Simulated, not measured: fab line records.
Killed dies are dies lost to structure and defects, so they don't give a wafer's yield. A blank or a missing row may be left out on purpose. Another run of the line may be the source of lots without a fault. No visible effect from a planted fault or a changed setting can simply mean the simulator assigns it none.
Code-filled problem report in 8D (eight disciplines) form || flow sfqLine || the parts of the form that need people (team, actions taken, sign-off) are left out

== 1. THE ISSUE ==
Wafers without a fault read 199.7 nm, standard deviation 1.2; thkNm at SFQ_TRILAYER_I6_METRO_MEASURE_167 reads a mean of 506.5 nm on 6 wafers belonging to 2 lots. So: +99 or more standard deviations from the usual mean.
Earliest sighting: wafer L909.3 on filmMetro-02 at day 80 04:05. The record holds 42 wafers of 14 lots with a number at this step. The rule behind "out" and "out of limits": a value lying over 4 standard deviations away from the usual mean. All remaining wafers that have a number are taken as sound.

== 2. WHAT IT IS AND WHAT IT IS NOT ==
{"question": "which readings at this step", "is": "thkNm", "is not": "-"}
{"question": "which lots", "is": "L909, L910", "is not": "L897, L898, L899, L900, L901, L902, L904, L905, L913, L914, L915, L916"}
{"question": "which wafers of those lots", "is": "all that have a number", "is not": "-"}
{"question": "read on which tools", "is": "filmMetro-02", "is not": "filmMetro-01, filmMetro-04"}
{"question": "when", "is": "from day 80 04:05", "is not": "up to then (24 sound wafers); but 12 sound wafers of L913, L914, L915, L916 came after"}

== 3. SUSPECTS, AND WHAT RULES EACH OUT ==
Counting: a tool at a process step up to the reading stays a suspect if it ran every lot that is out and no sound lot after the first of them.
- cmp-01 at SFQ_TRILAYER_A5B_CMP_CMP_130 (polishes, stops on Nb, target thk 340.7 nm): ruled out as a lasting fault. The sound lots L913, L915, L916 went through it after L909, its earliest lot that is out (day 70 18:51).
- cmp-01 at SFQ_TRILAYER_I6_CMP_CMP_166 (polishes SiO2): ruled out as a lasting fault. The sound lots L913, L915, L916 went through it after L909, its earliest lot that is out (day 80 00:34).
- filmMetro-02 at SFQ_TRILAYER_I6_METRO_MEASURE_167: ruled out as a lasting fault. The sound lots L916 went through it after L909, its earliest lot that is out (day 80 04:05).
Left after counting: nothing in the record.

== 4. THE CAUSE (what the simulator had put in) ==
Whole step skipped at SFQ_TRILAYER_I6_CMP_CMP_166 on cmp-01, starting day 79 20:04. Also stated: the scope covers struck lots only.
Counting ruled it out, wrongly: the rule takes a fault to strike every lot that its tool runs from its start on, and this one did not.

== 5. SEQUENCE OF EFFECTS, ordered by route ==
Each row: a reading where the mean over the struck wafers with a number is more than 3 standard deviations away from the usual. Only readings whose record carries a usual standard deviation are examined. hours: median over the lots of the time between each lot's start at the first step of this table that gives one and its start at this step. sigmas: the change, counted in usual standard deviations.
{"hours": 0, "step": "SFQ_TRILAYER_I6_METRO_MEASURE_167", "reading": "thkNm", "usual": "199.7 nm", "on struck wafers": 506.5, "change": "+306.8", "sigmas": "+99 or more"}
{"hours": 90, "step": "SFQ_TRILAYER_I6_VIA_ETCH_VIA_ETCH_172", "reading": "oesProductAu", "usual": "0.854 a.u.", "on struck wafers": 1.620, "change": "+0.766", "sigmas": "+99 or more"}
Its process steps:
- SFQ_TRILAYER_I6_METRO_MEASURE_167
- SFQ_TRILAYER_I6_VIA_ETCH_VIA_ETCH_172: etches SiO2 in CHF3, stops on Nb, target depth 260 nm.
Readings that are blank on the struck wafers while sound wafers have them: edgeZonePressureFrac at SFQ_TRILAYER_I6_CMP_CMP_166; headPressurePsi at SFQ_TRILAYER_I6_CMP_CMP_166; motorCurrentA at SFQ_TRILAYER_I6_CMP_CMP_166; timeToEndpointS at SFQ_TRILAYER_I6_CMP_CMP_166.

== 6. WHAT WOULD HAVE CAUGHT IT SOONER ==
First out-of-limits reading in this record: day 80 04:05, which is 8 hours after fault onset at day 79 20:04.
At SFQ_TRILAYER_I6_CMP_CMP_166 the tool's readings are blank on the struck wafers, where sound wafers have them: an empty tool record is the first sign, and it was there at once.
